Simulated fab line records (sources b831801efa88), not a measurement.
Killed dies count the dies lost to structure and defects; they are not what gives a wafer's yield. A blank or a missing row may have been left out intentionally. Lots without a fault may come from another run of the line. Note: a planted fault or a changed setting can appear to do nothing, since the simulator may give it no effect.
Which tool was responsible?    flow gf180mcu    33 wafers from 11 lots sampled at 5 of the route's 602 steps

WHAT THE GAUGES READ, wafer by wafer
GF_HV_LDD_CD_MEAS_07: the cd target is 400 nm. Usual: cd nm reads 400.7 nm (standard deviation 2.5).
lot   measured      on         cd nm (nm)         flag
L554  day 9 18:59   cd sem-01  401.3 402.2 403.2  
L555  day 10 03:29  cd sem-01  400.4 402.6 401.9  
L556  day 10 11:40  cd sem-02  396.0 397.0 396.2  
L557  day 10 18:36  cd sem-02  400.8 402.6 401.3  
L558  day 11 01:40  cd sem-01  399.4 398.3 400.3  
L559  day 11 07:13  cd sem-02  372.1 373.0 372.7  OFF
L560  day 11 21:20  cd sem-02  378.4 379.5 378.7  OFF
L569  day 15 00:10  cd sem-01  405.4 407.1 404.8  
L572  day 15 14:11  cd sem-01  398.7 397.8 400.0  
L575  day 16 09:46  cd sem-02  400.6 401.4 398.7  
L577  day 17 02:22  cd sem-02  399.8 399.6 399.9  

GF_M1_CD_MEAS_14: the cd target is 230 nm. Usual: cd nm reads 230.2 nm (standard deviation 1.1).
lot   measured      on         cd nm (nm)         flag
L554  day 16 19:05  cd sem-02  230.8 230.2 230.0  
L555  day 17 06:53  cd sem-01  231.1 230.4 232.0  
L556  day 17 15:40  cd sem-01  230.9 230.7 229.5  
L557  day 18 00:55  cd sem-01  229.4 230.1 230.6  
L558  day 18 08:16  cd sem-02  233.6 232.1 230.1  
L559  day 18 15:56  cd sem-01  230.2 229.2 230.2  
L560  day 19 11:02  cd sem-01  230.0 230.9 230.2  
L569  day 22 23:47  cd sem-01  229.5 229.8 230.2  
L572  day 23 15:26  cd sem-01  230.8 230.6 230.9  
L575  day 24 12:35  cd sem-02  231.2 229.7 231.6  
L577  day 25 04:31  cd sem-02  229.8 229.1 229.4  

WHICH TOOL RAN EACH LOT (tool, then ch and the chambers of the sampled wafers, then the start)
lot   GF_HV_LDD_EXPOSE_04                  GF_HV_LDD_STRIP_49                    GF_PSD_STRIP_10
L554  iline stepper-02 ch 0, day 9 10:39   plasma asher-03 ch 0,1, day 12 04:00  plasma asher-02 ch 0, day 13 22:51
L555  iline stepper-01 ch 0, day 9 19:10   plasma asher-03 ch 0,1, day 12 13:09  plasma asher-04 ch 0,1, day 14 10:03
L556  iline stepper-01 ch 0, day 10 02:51  plasma asher-01 ch 0,1, day 12 21:15  plasma asher-04 ch 0,1, day 14 17:23
L557  iline stepper-01 ch 0, day 10 09:37  plasma asher-01 ch 0, day 13 04:36    plasma asher-04 ch 0,1, day 15 01:05
L558  iline stepper-01 ch 0, day 10 17:01  plasma asher-02 ch 0,1, day 13 12:02  plasma asher-04 ch 0,1, day 15 10:00
L559  iline stepper-01 ch 0, day 10 22:17  plasma asher-01 ch 0,1, day 13 18:23  plasma asher-01 ch 0,1, day 15 16:20
L560  iline stepper-01 ch 0, day 11 12:02  plasma asher-03 ch 0,1, day 14 10:21  plasma asher-01 ch 0,1, day 16 09:41
L569  iline stepper-02 ch 0, day 14 13:28  plasma asher-03 ch 0,1, day 17 19:06  plasma asher-04 ch 0,1, day 19 20:35
L572  iline stepper-02 ch 0, day 15 03:31  plasma asher-03 ch 0,1, day 18 10:27  plasma asher-01 ch 0,1, day 20 13:36
L575  iline stepper-02 ch 0, day 15 22:53  plasma asher-02 ch 0,1, day 19 08:18  plasma asher-04 ch 0,1, day 21 11:08
L577  iline stepper-02 ch 0, day 16 15:44  plasma asher-02 ch 0,1, day 20 01:09  plasma asher-04 ch 0,1, day 22 04:17
- GF_HV_LDD_EXPOSE_04: exposes mask Nplus LV AREA, target cd 400 nm.
- GF_HV_LDD_STRIP_49: strips in O2/N2.
- GF_PSD_STRIP_10: strips in O2/N2.

AS READ BY THE TOOLS THEMSELVES (means over the sampled wafers that have a number; for cases with no such wafer, the mark the record gives instead)
GF_HV_LDD_EXPOSE_04. Usual: exposure dose mJ cm2 reads 139.92 (standard deviation 0.14).
lot   tool              exposure dose mJ cm2  flag
L554  iline stepper-02  139.95                
L555  iline stepper-01  139.80                
L556  iline stepper-01  140.10                
L557  iline stepper-01  140.05                
L558  iline stepper-01  139.79                
L559  iline stepper-01  126.71                OFF
L560  iline stepper-01  129.48                OFF
L569  iline stepper-02  139.93                
L572  iline stepper-02  139.92                
L575  iline stepper-02  140.05                
L577  iline stepper-02  139.91                

GF_HV_LDD_STRIP_49. Usual: drypump motor current A 6.1 A, standard deviation 0.5; heater power w 343 W, standard deviation 30; oes product au 0.716 a.u., standard deviation 0.0043; strip time to endpoint s 12.45 s, standard deviation 0.034.
lot   tool             drypump motor current A (A)  heater power w (W)  oes product au (a.u.)  strip time to endpoint s (s)  flag
L554  plasma asher-03  5.9                          330                 0.712                  12.48                         
L555  plasma asher-03  6.3                          360                 0.712                  12.46                         
L556  plasma asher-01  6.5                          329                 0.712                  12.44                         
L557  plasma asher-01  6.7                          305                 0.714                  12.49                         
L558  plasma asher-02  5.7                          339                 0.716                  12.42                         
L559  plasma asher-01  6.5                          327                 0.717                  12.45                         
L560  plasma asher-03  6.2                          356                 0.716                  12.51                         
L569  plasma asher-03  6.3                          355                 0.714                  12.47                         
L572  plasma asher-03  5.9                          328                 0.717                  12.46                         
L575  plasma asher-02  5.7                          345                 0.712                  12.43                         
L577  plasma asher-02  5.7                          347                 0.718                  12.43                         

GF_PSD_STRIP_10. Usual: drypump motor current A 6.1 A, standard deviation 0.35; heater power w 320 W, standard deviation 32; oes product au 0.592 a.u., standard deviation 0.0043; strip time to endpoint s 16.52 s, standard deviation 0.034.
lot   tool             drypump motor current A (A)  heater power w (W)  oes product au (a.u.)  strip time to endpoint s (s)  flag
L554  plasma asher-02  5.4                          347                 0.594                  16.48                         
L555  plasma asher-04  6.0                          294                 0.589                  16.51                         
L556  plasma asher-04  6.0                          290                 0.596                  16.50                         
L557  plasma asher-04  6.0                          291                 0.592                  16.52                         
L558  plasma asher-04  5.9                          293                 0.589                  16.51                         
L559  plasma asher-01  6.5                          334                 0.593                  16.49                         
L560  plasma asher-01  6.5                          323                 0.590                  16.54                         
L569  plasma asher-04  6.0                          287                 0.590                  16.45                         
L572  plasma asher-01  6.5                          339                 0.588                  16.52                         
L575  plasma asher-04  6.0                          287                 0.589                  16.50                         
L577  plasma asher-04  6.0                          290                 0.596                  16.51                         

THE ANSWER, worked out from the rows above alone
Rule: take the mean of a lot's wafers that have a number; if it is more than 3 standard deviations from the usual mean, the lot is off. Also off: a lot with no number at a reading for which 4 or more lots have one. Any other lot the step has rows for is counted as sound. Order of review: gauges by route order, followed by the tools' own readings, for which a lot's mean as printed above is used. The first step at which some lot is off is used, and at that step the reading that is off furthest; a lot without a number counts as furthest.
Off, at GF_HV_LDD_CD_MEAS_07 on cd nm: L559, L560.
If a tool, at a process step before that reading, ran all the lots that are off and no sound lot after the first of them, it fits. Not tried: the gauges at GF_HV_LDD_CD_MEAS_07; whatever is off there is also off at GF_HV_LDD_EXPOSE_04, on other tools, and gauge error can't account for it. One candidate fits, namely iline stepper-01 at GF_HV_LDD_EXPOSE_04. A fault onset in the window from L558 (day 10 17:01, its last sound lot) to L559 (day 10 22:17, its first lot off) fits.
On the lots that are off, the tool's own readings at GF_HV_LDD_EXPOSE_04 differ by more than 5 times the standard deviation of the sound lots' means, which bears it out; exposure dose mJ cm2 reads 128.09 there versus 139.94 on the sound lots.

WHAT THE SIMULATOR PUT IN
Process parameters drifting: iline stepper-01 at GF_HV_LDD_EXPOSE_04, beginning at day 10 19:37. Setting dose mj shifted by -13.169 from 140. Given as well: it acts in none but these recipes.
Shown lots that were struck: L559, L560. The rule above reached the same finding.
